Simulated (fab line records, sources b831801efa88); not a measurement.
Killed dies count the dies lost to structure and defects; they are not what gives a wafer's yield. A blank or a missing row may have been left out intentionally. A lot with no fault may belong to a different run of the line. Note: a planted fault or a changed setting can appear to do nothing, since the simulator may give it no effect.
The tool behind it: which one?	flow sky130	Sampling: 13 lots, 37 wafers, 5 of 708 route steps

WHAT THE GAUGES READ, wafer by wafer
SKY_LDD_HVN_OVL_MEAS_07. Usual: LDD_HVN_OVL gives 1.2 nm (standard deviation 1.5).
lot	measured	on	LDD_HVN_OVL (nm)	flag
L144	day 20 21:38	overlay-02	0.9 -0.5 0.7	
L145	day 20 19:49	overlay-01	1.4 2.6 2.5	
L146	day 20 20:58	overlay-01	0.1 0.0 1.7	
L149	day 22 05:19	overlay-02	-0.4 1.5 1.5	
L147	day 22 06:16	overlay-01	-1.3 0.6 0.1	
L150	day 23 17:50	overlay-02	1.9 2.8 3.4	
L153	day 24 13:59	overlay-02	-0.5 -0.5 -1.4	
L152	day 24 16:05	overlay-01	3.0 2.2 -0.3	
L154	day 24 19:02	overlay-01	0.9 2.8 2.6	
L158	day 25 20:32	overlay-02	1.9 1.9 0.1	
L157	day 25 22:17	overlay-02	1.7 2.4 2.5	
L162	day 26 23:06	overlay-01	-0.1 0.8	
L164	day 27 12:34	overlay-02	-1.1 0.0	

SKY_LDD_HVN_TW_MEAS_10. Usual: LDD_HVN_TW gives 1423 (standard deviation 17).
lot	measured	on	LDD_HVN_TW	flag
L144	day 20 21:55	film metro-02	1442 1447 1435	
L145	day 20 20:06	film metro-02	1448 1446 1442	
L146	day 20 21:15	film metro-04	1436 1454 1447	
L149	day 22 05:36	film metro-01	1395 1404 1407	
L147	day 22 06:33	film metro-01	1410 1401 1404	
L150	day 23 18:07	film metro-01	1414 1417 1409	
L153	day 24 14:17	film metro-04	1441 1448 1445	
L152	day 24 16:22	film metro-04	1434 1436 1440	
L154	day 24 19:26	film metro-02	1432 1429 1428	
L158	day 25 20:49	film metro-02	1425 1431 1430	
L157	day 25 22:34	film metro-02	1426 1446 1429	
L162	day 26 23:24	film metro-01	1415 1349	
L164	day 27 12:52	film metro-04	1382 1375	

SKY_LDD_LDN_TW_MEAS_13. Usual: LDD_LDN_TW gives 1474 (standard deviation 20).
lot	measured	on	LDD_LDN_TW	flag
L144	day 23 13:27	film metro-04	1497 1496 1503	
L145	day 23 09:44	film metro-04	1490 1495 1486	
L146	day 23 12:02	film metro-04	1495 1494 1491	
L149	day 24 18:23	film metro-03	1498 1495 1501	
L147	day 24 19:23	film metro-01	1448 1442 1441	
L150	day 26 04:56	film metro-03	1480 1485 1485	
L153	day 27 00:17	film metro-04	1481 1480 1481	
L152	day 27 03:47	film metro-04	1488 1488 1487	
L154	day 27 06:01	film metro-03	1504 1493 1497	
L158	day 28 07:31	film metro-01	1463 1461 1453	
L157	day 28 08:34	film metro-01	1458 1461 1454	
L162	day 29 08:24	film metro-01	1455 1458	
L164	day 29 22:13	film metro-01	1459 1454	

WHICH TOOL RAN EACH LOT (tool, then ch and the chambers of the sampled wafers, then the start)
lot	SKY_RES_PROTECT_STRIP_07	SKY_LDD_HVN_DEVELOP_06
L144	plasma asher-02 ch 0, day 15 13:41	litho track-03 ch 0, day 20 21:30
L145	plasma asher-01 ch 0,1, day 15 13:41	litho track-01 ch 0, day 20 19:40
L146	plasma asher-01 ch 0,1, day 15 13:54	litho track-02 ch 0, day 20 20:50
L149	plasma asher-02 ch 0,1, day 16 20:26	litho track-01 ch 0, day 22 05:10
L147	plasma asher-01 ch 0,1, day 16 20:56	litho track-01 ch 0, day 22 06:07
L150	plasma asher-01 ch 0,1, day 18 07:52	litho track-03 ch 0, day 23 17:41
L153	plasma asher-04 ch 0,1, day 19 06:16	litho track-02 ch 0, day 24 13:50
L152	plasma asher-02 ch 0,1, day 19 09:48	litho track-01 ch 0, day 24 15:58
L154	plasma asher-01 ch 0,1, day 19 10:04	litho track-02 ch 0, day 24 18:53
L158	plasma asher-04 ch 0,1, day 20 13:53	litho track-01 ch 0, day 25 20:25
L157	plasma asher-01 ch 0,1, day 20 14:37	litho track-02 ch 0, day 25 22:07
L162	plasma asher-04 ch 0,1, day 21 19:16	litho track-02 ch 0, day 26 22:59
L164	plasma asher-02 ch 0,1, day 22 11:33	litho track-02 ch 0, day 27 12:28
- SKY_RES_PROTECT_STRIP_07: strips in O2/N2.
- SKY_LDD_HVN_DEVELOP_06: develop time 60 s.

WHAT THE TOOLS THEMSELVES READ (means of the sampled wafers that have a number; where no wafer has one, the mark that the record gives instead)
SKY_RES_PROTECT_STRIP_07. Usual: drypump motor current A 5.7 A, standard deviation 0.43; oes product au 0.517 a.u., standard deviation 0.0047; strip time to endpoint s 23.29 s, standard deviation 0.042.
lot	tool	drypump motor current A (A)	oes product au (a.u.)	strip time to endpoint s (s)	flag
L144	plasma asher-02	5.4	0.520	23.28	
L145	plasma asher-01	5.9	0.518	23.31	
L146	plasma asher-01	5.8	0.527	23.31	
L149	plasma asher-02	5.4	0.518	23.28	
L147	plasma asher-01	5.8	0.519	23.34	
L150	plasma asher-01	5.8	0.522	23.32	
L153	plasma asher-04	5.8	0.517	23.29	
L152	plasma asher-02	5.4	0.514	23.27	
L154	plasma asher-01	5.8	0.518	23.31	
L158	plasma asher-04	5.8	0.514	23.34	
L157	plasma asher-01	5.8	0.514	23.30	
L162	plasma asher-04	6.0	0.516	23.23	
L164	plasma asher-02	5.5	0.516	23.35	

SKY_LDD_HVN_DEVELOP_06. Usual: resist line temp C 23.00 C, standard deviation 0.12.
lot	tool	resist line temp C (C)	flag
L144	litho track-03	23.08	
L145	litho track-01	23.08	
L146	litho track-02	22.95	
L149	litho track-01	23.07	
L147	litho track-01	22.89	
L150	litho track-03	23.00	
L153	litho track-02	22.97	
L152	litho track-01	22.87	
L154	litho track-02	23.12	
L158	litho track-01	23.00	
L157	litho track-02	22.96	
L162	litho track-02	23.14	
L164	litho track-02	23.19	

THE ANSWER, worked out from the rows above alone
Rule: lot off if the mean of its wafers having a number is beyond 3 standard deviations from the usual mean. Also off: a lot with no number at a reading for which 4 or more lots have one. Where the step has rows for the other lots, those lots are counted as sound. After the gauges, taken in route order, come the tools' own readings; for these a lot's mean is taken, as printed above. The first step at which some lot is off is used, and at that step the reading that is off furthest; a lot without a number counts as furthest.
Nothing can be told from this: no lot is off at any reading shown.

WHAT HAD BEEN PUT IN BY THE SIMULATOR
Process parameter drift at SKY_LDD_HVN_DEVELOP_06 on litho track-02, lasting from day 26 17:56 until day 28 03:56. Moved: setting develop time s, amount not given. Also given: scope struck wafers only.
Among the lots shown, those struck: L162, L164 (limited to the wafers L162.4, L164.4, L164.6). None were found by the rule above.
